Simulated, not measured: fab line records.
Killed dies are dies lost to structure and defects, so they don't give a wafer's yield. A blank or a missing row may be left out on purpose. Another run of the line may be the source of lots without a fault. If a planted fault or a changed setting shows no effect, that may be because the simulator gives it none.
Which tool was responsible? :: flow sky130 :: 12 lots, 36 wafers sampled, at 5 steps of a route of 708

== WHAT THE GAUGES READ, wafer by wafer ==
SKY_NWELL_RS_MEAS_29: uses a four-point probe to measure.
lot: L500
measured: day 5 21:45
on: film-metro-01
NWELL_RS (ohm/sq): 626.3 624.8 624.6

lot: L501
measured: day 6 01:20
on: film-metro-04
NWELL_RS (ohm/sq): 624.9 624.1 623.7

lot: L502
measured: day 6 11:17
on: film-metro-03
NWELL_RS (ohm/sq): 625.8 625.1 626.6

lot: L503
measured: day 6 19:04
on: film-metro-01
NWELL_RS (ohm/sq): 624.7 625.2 626.6

lot: L509
measured: day 8 01:12
on: film-metro-04
NWELL_RS (ohm/sq): 622.9 623.9 623.2

lot: L511
measured: day 8 14:33
on: film-metro-04
NWELL_RS (ohm/sq): 639.2 639.0 637.6 640.8 637.2 638.7

lot: L512
measured: day 8 18:48
on: film-metro-03
NWELL_RS (ohm/sq): 638.9 639.8 640.4 638.9 642.2 641.8

lot: L513
measured: day 8 22:05
on: film-metro-01
NWELL_RS (ohm/sq): 621.5 622.9 624.6

lot: L515
measured: day 10 08:59
on: film-metro-03
NWELL_RS (ohm/sq): 625.1 623.5 625.6

lot: L516
measured: day 10 16:57
on: film-metro-01
NWELL_RS (ohm/sq): 625.8 624.4 625.8

lot: L518
measured: day 10 21:44
on: film-metro-01
NWELL_RS (ohm/sq): 623.5 624.1 624.9

lot: L521
measured: day 11 09:43
on: film-metro-03
NWELL_RS (ohm/sq): 628.0 625.9 626.5

SKY_METAL1_RS_MEAS_05: uses a four-point probe to measure.
lot: L500
measured: day 32 09:14
on: film-metro-04
METAL1_ALCU_RS (ohm/sq): 0.1219 0.1228 0.1236

lot: L501
measured: day 32 17:05
on: film-metro-04
METAL1_ALCU_RS (ohm/sq): 0.1203 0.1202 0.1207

lot: L502
measured: day 32 20:24
on: film-metro-01
METAL1_ALCU_RS (ohm/sq): 0.1211 0.1195 0.1206

lot: L503
measured: day 33 16:51
on: film-metro-01
METAL1_ALCU_RS (ohm/sq): 0.1191 0.1211 0.1197

lot: L509
measured: day 35 05:50
on: film-metro-03
METAL1_ALCU_RS (ohm/sq): 0.1216 0.1211 0.1216

lot: L511
measured: day 36 04:05
on: film-metro-01
METAL1_ALCU_RS (ohm/sq): 0.1195 0.1199 0.1189

lot: L512
measured: day 37 04:46
on: film-metro-01
METAL1_ALCU_RS (ohm/sq): 0.1209 0.1218 0.1207

lot: L513
measured: day 37 05:16
on: film-metro-03
METAL1_ALCU_RS (ohm/sq): 0.1196 0.1206 0.1192

lot: L515
measured: day 38 10:58
on: film-metro-03
METAL1_ALCU_RS (ohm/sq): 0.1231 0.1234 0.1230

lot: L516
measured: day 38 11:01
on: film-metro-04
METAL1_ALCU_RS (ohm/sq): 0.1228 0.1235 0.1233

lot: L518
measured: day 38 14:46
on: film-metro-03
METAL1_ALCU_RS (ohm/sq): 0.1201 0.1205 0.1204

lot: L521
measured: day 39 14:37
on: film-metro-01
METAL1_ALCU_RS (ohm/sq): 0.1216 0.1230 0.1223

== WHAT TOOL EACH LOT RAN ON (gives the tool, then ch and the chambers of the sampled wafers, and finally the start) ==
lot: L500
SKY_FIELD_ISO_CMP_27: cmp-01 ch 0,2,3, day 2 22:16
SKY_NWELL_IMPLANT_13: implanter-03 ch 0, day 5 03:23
SKY_SPACER_ETCHBACK_02: rie-diel-03 ch 0,2,3, day 23 20:00

lot: L501
SKY_FIELD_ISO_CMP_27: cmp-02 ch 1,2, day 3 01:05
SKY_NWELL_IMPLANT_13: implanter-04 ch 0, day 5 06:27
SKY_SPACER_ETCHBACK_02: rie-diel-01 ch 0,1,2, day 24 02:02

lot: L502
SKY_FIELD_ISO_CMP_27: cmp-02 ch 0,3, day 3 08:49
SKY_NWELL_IMPLANT_13: implanter-02 ch 0, day 5 17:15
SKY_SPACER_ETCHBACK_02: rie-diel-03 ch 0,1, day 24 05:38

lot: L503
SKY_FIELD_ISO_CMP_27: cmp-01 ch 0,1, day 3 14:25
SKY_NWELL_IMPLANT_13: implanter-04 ch 0, day 5 23:58
SKY_SPACER_ETCHBACK_02: rie-diel-01 ch 0,1,2, day 25 05:33

lot: L509
SKY_FIELD_ISO_CMP_27: cmp-01 ch 1,2,3, day 4 18:29
SKY_NWELL_IMPLANT_13: implanter-03 ch 0, day 7 05:21
SKY_SPACER_ETCHBACK_02: rie-diel-04 ch 1,3, day 26 21:40

lot: L511
SKY_FIELD_ISO_CMP_27: cmp-02 ch 1,2,3, day 5 05:44
SKY_NWELL_IMPLANT_13: implanter-04 ch 0, day 7 17:39
SKY_SPACER_ETCHBACK_02: rie-diel-01 ch 1,2, day 27 20:20

lot: L512
SKY_FIELD_ISO_CMP_27: cmp-02 ch 0,1,3, day 5 11:19
SKY_NWELL_IMPLANT_13: implanter-04 ch 0, day 7 21:33
SKY_SPACER_ETCHBACK_02: rie-diel-03 ch 0,3, day 29 00:30

lot: L513
SKY_FIELD_ISO_CMP_27: cmp-01 ch 0,2,3, day 5 15:27
SKY_NWELL_IMPLANT_13: implanter-03 ch 0, day 8 00:36
SKY_SPACER_ETCHBACK_02: rie-diel-04 ch 0,2,3, day 29 00:30

lot: L515
SKY_FIELD_ISO_CMP_27: cmp-01 ch 0,1, day 6 11:11
SKY_NWELL_IMPLANT_13: implanter-03 ch 0, day 9 10:00
SKY_SPACER_ETCHBACK_02: rie-diel-03 ch 1,2, day 30 06:00

lot: L516
SKY_FIELD_ISO_CMP_27: cmp-02 ch 0,1,3, day 6 23:29
SKY_NWELL_IMPLANT_13: implanter-02 ch 0, day 9 18:02
SKY_SPACER_ETCHBACK_02: rie-diel-03 ch 0,1,2, day 30 08:39

lot: L518
SKY_FIELD_ISO_CMP_27: cmp-02 ch 1,3, day 7 02:53
SKY_NWELL_IMPLANT_13: implanter-03 ch 0, day 9 21:44
SKY_SPACER_ETCHBACK_02: rie-diel-03 ch 0,1,2, day 30 14:59

lot: L521
SKY_FIELD_ISO_CMP_27: cmp-02 ch 0,2,3, day 7 14:44
SKY_NWELL_IMPLANT_13: implanter-03 ch 0, day 10 09:42
SKY_SPACER_ETCHBACK_02: rie-diel-03 ch 2,3, day 31 14:55
- SKY_FIELD_ISO_CMP_27: polishes, stops on Si3N4, t overpolish 16 s, target thk 457.8 nm.
- SKY_NWELL_IMPLANT_13
- SKY_SPACER_ETCHBACK_02: etches Si3N4 in CH3F/O2, stops on SiO2, time 46.7 s, target depth 45 nm.

== WHAT THE TOOLS THEMSELVES READ (means of the sampled wafers that have a number; where no wafer has one, the mark that the record gives instead) ==
SKY_FIELD_ISO_CMP_27.
lot: L500
tool: cmp-01
motor-current-A (A): 11.4
overpolish-run-s (s): 15.997
time-to-endpoint-s (s): 109

lot: L501
tool: cmp-02
motor-current-A (A): 12.5
overpolish-run-s (s): 16.000
time-to-endpoint-s (s): 113

lot: L502
tool: cmp-02
motor-current-A (A): 11.2
overpolish-run-s (s): 15.999
time-to-endpoint-s (s): 108

lot: L503
tool: cmp-01
motor-current-A (A): 11.6
overpolish-run-s (s): 15.995
time-to-endpoint-s (s): 111

lot: L509
tool: cmp-01
motor-current-A (A): 12.1
overpolish-run-s (s): 15.999
time-to-endpoint-s (s): 111

lot: L511
tool: cmp-02
motor-current-A (A): 11.3
overpolish-run-s (s): 15.992
time-to-endpoint-s (s): 108

lot: L512
tool: cmp-02
motor-current-A (A): 10.8
overpolish-run-s (s): 16.005
time-to-endpoint-s (s): 106

lot: L513
tool: cmp-01
motor-current-A (A): 11.3
overpolish-run-s (s): 15.994
time-to-endpoint-s (s): 110

lot: L515
tool: cmp-01
motor-current-A (A): 12.3
overpolish-run-s (s): 16.004
time-to-endpoint-s (s): 116

lot: L516
tool: cmp-02
motor-current-A (A): 10.8
overpolish-run-s (s): 15.998
time-to-endpoint-s (s): 107

lot: L518
tool: cmp-02
motor-current-A (A): 10.8
overpolish-run-s (s): 15.995
time-to-endpoint-s (s): 109

lot: L521
tool: cmp-02
motor-current-A (A): 11.4
overpolish-run-s (s): 16.007
time-to-endpoint-s (s): 111

SKY_NWELL_IMPLANT_13.
lot: L500
tool: implanter-03
dose-ions-cm2: 6.996e+11
faraday-current-uA: 3.95

lot: L501
tool: implanter-04
dose-ions-cm2: 7.002e+11
faraday-current-uA: 3.95

lot: L502
tool: implanter-02
dose-ions-cm2: 7.000e+11
faraday-current-uA: 3.95

lot: L503
tool: implanter-04
dose-ions-cm2: 6.998e+11
faraday-current-uA: 4.07

lot: L509
tool: implanter-03
dose-ions-cm2: 6.984e+11
faraday-current-uA: 3.89

lot: L511
tool: implanter-04
dose-ions-cm2: 2.972e+11
faraday-current-uA: 1.66

lot: L512
tool: implanter-04
dose-ions-cm2: 2.963e+11
faraday-current-uA: 1.66

lot: L513
tool: implanter-03
dose-ions-cm2: 7.002e+11
faraday-current-uA: 3.93

lot: L515
tool: implanter-03
dose-ions-cm2: 6.995e+11
faraday-current-uA: 3.92

lot: L516
tool: implanter-02
dose-ions-cm2: 6.993e+11
faraday-current-uA: 3.96

lot: L518
tool: implanter-03
dose-ions-cm2: 6.996e+11
faraday-current-uA: 3.94

lot: L521
tool: implanter-03
dose-ions-cm2: 7.004e+11
faraday-current-uA: 3.94

SKY_SPACER_ETCHBACK_02.
lot: L500
tool: rie-diel-03
drypump-motor-current-A (A): 5.9
oes-product-au (a.u.): 0.854
throttle-valve-pct (%): 10.562

lot: L501
tool: rie-diel-01
drypump-motor-current-A (A): 5.9
oes-product-au (a.u.): 0.858
throttle-valve-pct (%): 10.559

lot: L502
tool: rie-diel-03
drypump-motor-current-A (A): 5.7
oes-product-au (a.u.): 0.851
throttle-valve-pct (%): 10.570

lot: L503
tool: rie-diel-01
drypump-motor-current-A (A): 5.9
oes-product-au (a.u.): 0.857
throttle-valve-pct (%): 10.556

lot: L509
tool: rie-diel-04
drypump-motor-current-A (A): 5.4
oes-product-au (a.u.): 0.854
throttle-valve-pct (%): 10.570

lot: L511
tool: rie-diel-01
drypump-motor-current-A (A): 5.5
oes-product-au (a.u.): 0.851
throttle-valve-pct (%): 10.568

lot: L512
tool: rie-diel-03
drypump-motor-current-A (A): 5.7
oes-product-au (a.u.): 0.852
throttle-valve-pct (%): 10.563

lot: L513
tool: rie-diel-04
drypump-motor-current-A (A): 5.7
oes-product-au (a.u.): 0.864
throttle-valve-pct (%): 10.569

lot: L515
tool: rie-diel-03
drypump-motor-current-A (A): 6.3
oes-product-au (a.u.): 0.848
throttle-valve-pct (%): 10.557

lot: L516
tool: rie-diel-03
drypump-motor-current-A (A): 6.0
oes-product-au (a.u.): 0.844
throttle-valve-pct (%): 10.559

lot: L518
tool: rie-diel-03
drypump-motor-current-A (A): 6.0
oes-product-au (a.u.): 0.849
throttle-valve-pct (%): 10.554

lot: L521
tool: rie-diel-03
drypump-motor-current-A (A): 5.9
oes-product-au (a.u.): 0.855
throttle-valve-pct (%): 10.554

== THE ANSWER, worked out from the rows above alone ==
Rule: what is usual is taken from the lots themselves. The widest of any qualifying gaps counts: lots, ordered by their means at a reading, are off when they make up no more than a third of the lots, leave a main group of 4 or more, and stand apart from it by 3 or more times the standard deviation of that group's means. A main group is skipped when, at the precision printed for the reading in the tables above, its means are all equal. A lot without any number at a reading at which 4 lots or more have one is off too. All remaining lots with rows at the step are treated as sound. After the gauges, taken in route order, come the tools' own readings; for these a lot's mean is taken, as printed above. At the first step where some lot is off, the reading lying furthest off is the one used; lots without a number count as furthest.
Off: L511, L512, at SKY_NWELL_RS_MEAS_29 (NWELL_RS). For the main group the mean is 624.8 ohm/sq and the standard deviation 1.1.
A tool fits if, at a process step before that reading, it ran every lot that is off, and no sound lot after the first of them. The gauges at SKY_NWELL_RS_MEAS_29 aren't tried: what is off there is off at SKY_NWELL_IMPLANT_13 too, on other tools, and a gauge's error can't cause that. One fits: implanter-04 at SKY_NWELL_IMPLANT_13. Its last sound lot is L503 (day 5 23:58), its first lot that is off L511 (day 7 17:39): a fault that began between those two fits.
The tool's own readings at SKY_NWELL_IMPLANT_13 bear it out: on the lots that are off they differ by more than 5 times the standard deviation of the sound lots' means. dose-ions-cm2 reads 2.968e+11 there against 6.997e+11 on the sound lots; faraday-current-uA reads 1.66 there against 3.95 on the sound lots.

== WHAT THE SIMULATOR PUT IN ==
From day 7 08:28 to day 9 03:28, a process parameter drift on implanter-04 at SKY_NWELL_IMPLANT_13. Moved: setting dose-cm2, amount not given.
Struck lots among those shown: L511, L512. The rule above found the same.
